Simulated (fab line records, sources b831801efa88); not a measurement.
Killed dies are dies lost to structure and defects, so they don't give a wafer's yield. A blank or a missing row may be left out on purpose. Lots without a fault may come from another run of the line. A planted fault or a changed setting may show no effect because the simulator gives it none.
Which tool did it? | flow gf180mcu | 13 lots, 39 wafers sampled, at 4 steps of a route of 602

WHAT THE GAUGES READ, wafer by wafer
GF_V5_THK_MEAS_03. Usual: V5_CVD_02_THK 1456 nm, standard deviation 17.
lot  | measured     | on            | V5_CVD_02_THK (nm) | flag
L677 | day 26 10:02 | film_metro-02 | 1423 1470 1488     |
L678 | day 26 23:32 | film_metro-03 | 1430 1442 1448     |
L680 | day 27 10:05 | film_metro-01 | 1441 1437 1444     |
L679 | day 27 11:45 | film_metro-03 | 1456 1488 1463     |
L681 | day 27 17:56 | film_metro-02 | 1453 1457 1461     |
L682 | day 28 05:25 | film_metro-01 | 1446 1463 1466     |
L683 | day 28 07:55 | film_metro-03 | 1447 1482 1457     |
L687 | day 29 19:01 | film_metro-03 | 1466 1482 1483     |
L692 | day 30 23:45 | film_metro-03 | 1444 1483 1461     |
L693 | day 31 04:29 | film_metro-03 | 1446 1472 1472     |
L695 | day 31 19:02 | film_metro-01 | 1444 1457 1443     |
L698 | day 33 00:37 | film_metro-02 | 1467 1458 1495     |
L699 | day 33 01:24 | film_metro-01 | 1453 1442 1451     |

GF_TOP_METAL_THK_MEAS_06: measures by xrf. Usual: TOP_METAL_ALCU_THK 896 nm, standard deviation 14.
lot  | measured     | on            | TOP_METAL_ALCU_THK (nm) | flag
L677 | day 27 09:17 | film_metro-01 | 914 923 919             |
L678 | day 27 21:39 | film_metro-04 | 902 904 895             |
L680 | day 28 08:08 | film_metro-01 | 881 915 887             |
L679 | day 28 10:37 | film_metro-01 | 910 893 903             |
L681 | day 28 15:52 | film_metro-01 | 880 887 890             |
L682 | day 29 02:56 | film_metro-04 | 874 877 875             |
L683 | day 29 05:47 | film_metro-04 | 907 898 914             |
L687 | day 30 16:15 | film_metro-04 | 875 880 862             |
L692 | day 31 19:22 | film_metro-01 | 916 899 895             |
L693 | day 31 23:56 | film_metro-01 | 901 913 911             |
L695 | day 32 14:59 | film_metro-01 | 903 908 890             |
L698 | day 33 18:19 | film_metro-03 | 886 904 902             |
L699 | day 33 19:11 | film_metro-01 | 884 892 904             |

WHICH TOOL RAN EACH LOT (tool, then ch and the chambers of the sampled wafers, then the start)
lot  | GF_M1_SPUTTER_01             | GF_V5_CVD_23
L677 | pvd_sputter-04, day 16 03:50 | cvd_w-01 ch 0,1, day 27 08:22
L678 | pvd_sputter-04, day 16 20:57 | cvd_w-01 ch 0,1, day 27 20:43
L680 | pvd_sputter-02, day 17 05:13 | cvd_w-01 ch 0,1, day 28 07:12
L679 | pvd_sputter-02, day 17 07:28 | cvd_w-02 ch 0,1, day 28 09:40
L681 | pvd_sputter-01, day 17 12:34 | cvd_w-01 ch 0,1, day 28 14:55
L682 | pvd_sputter-02, day 18 04:19 | cvd_w-02 ch 1, day 29 02:01
L683 | pvd_sputter-01, day 18 07:55 | cvd_w-01 ch 0,1, day 29 04:53
L687 | pvd_sputter-02, day 20 04:57 | cvd_w-01 ch 0,1, day 30 15:01
L692 | pvd_sputter-02, day 21 14:30 | cvd_w-01 ch 0,1, day 31 18:25
L693 | pvd_sputter-02, day 21 21:12 | cvd_w-02 ch 0,1, day 31 22:58
L695 | pvd_sputter-04, day 22 17:39 | cvd_w-01 ch 0,1, day 32 14:04
L698 | pvd_sputter-04, day 24 08:34 | cvd_w-02 ch 0,1, day 33 17:23
L699 | pvd_sputter-04, day 24 11:06 | cvd_w-01 ch 0,1, day 33 18:16
- GF_M1_SPUTTER_01: material TiN, target thk 30 nm, time 25 s.
- GF_V5_CVD_23: deposits W, target thk 350 nm, time 104.9 s.

WHAT THE TOOLS THEMSELVES READ (means of the sampled wafers that have a number; where no wafer has one, the mark that the record gives instead)
GF_M1_SPUTTER_01. Usual: chamber_pressure_pa 0.4002 Pa, standard deviation 0.00098; throttle_valve_pct 30.5 %, standard deviation 1.1.
lot  | tool           | chamber_pressure_pa (Pa) | throttle_valve_pct (%) | flag
L677 | pvd_sputter-04 | 0.4011                   | 30.9                   |
L678 | pvd_sputter-04 | 0.4001                   | 31.5                   |
L680 | pvd_sputter-02 | 0.4023                   | 30.9                   |
L679 | pvd_sputter-02 | 0.4002                   | 31.0                   |
L681 | pvd_sputter-01 | 0.4000                   | 30.2                   |
L682 | pvd_sputter-02 | 0.3998                   | 29.6                   |
L683 | pvd_sputter-01 | 0.4001                   | 30.3                   |
L687 | pvd_sputter-02 | 0.3995                   | 29.7                   |
L692 | pvd_sputter-02 | 0.3999                   | 30.8                   |
L693 | pvd_sputter-02 | 0.3998                   | 29.8                   |
L695 | pvd_sputter-04 | 0.4007                   | 30.8                   |
L698 | pvd_sputter-04 | 0.3995                   | 31.1                   |
L699 | pvd_sputter-04 | 0.4007                   | 30.7                   |

GF_V5_CVD_23. Usual: heater_power_w 762 W, standard deviation 110.
lot  | tool     | heater_power_w (W) | flag
L677 | cvd_w-01 | 748                |
L678 | cvd_w-01 | 763                |
L680 | cvd_w-01 | 808                |
L679 | cvd_w-02 | 794                |
L681 | cvd_w-01 | 793                |
L682 | cvd_w-02 | 587                |
L683 | cvd_w-01 | 800                |
L687 | cvd_w-01 | 752                |
L692 | cvd_w-01 | 746                |
L693 | cvd_w-02 | 694                |
L695 | cvd_w-01 | 748                |
L698 | cvd_w-02 | 797                |
L699 | cvd_w-01 | 808                |

THE ANSWER, worked out from the rows above alone
Rule: a lot is off if the mean of its wafers that have a number lies more than 3 standard deviations from the usual mean. A lot without any number at a reading at which 4 lots or more have one is off too. The other lots that the step has rows for count as sound. The gauges are gone through in route order, then the tools' own readings, and for those a lot's mean is taken as printed above. The first step at which some lot is off is used, and at that step the reading that is off furthest; a lot without a number counts as furthest.
No lot is off at any reading shown: from this, nothing can be told.

WHAT THE SIMULATOR HAD PUT IN
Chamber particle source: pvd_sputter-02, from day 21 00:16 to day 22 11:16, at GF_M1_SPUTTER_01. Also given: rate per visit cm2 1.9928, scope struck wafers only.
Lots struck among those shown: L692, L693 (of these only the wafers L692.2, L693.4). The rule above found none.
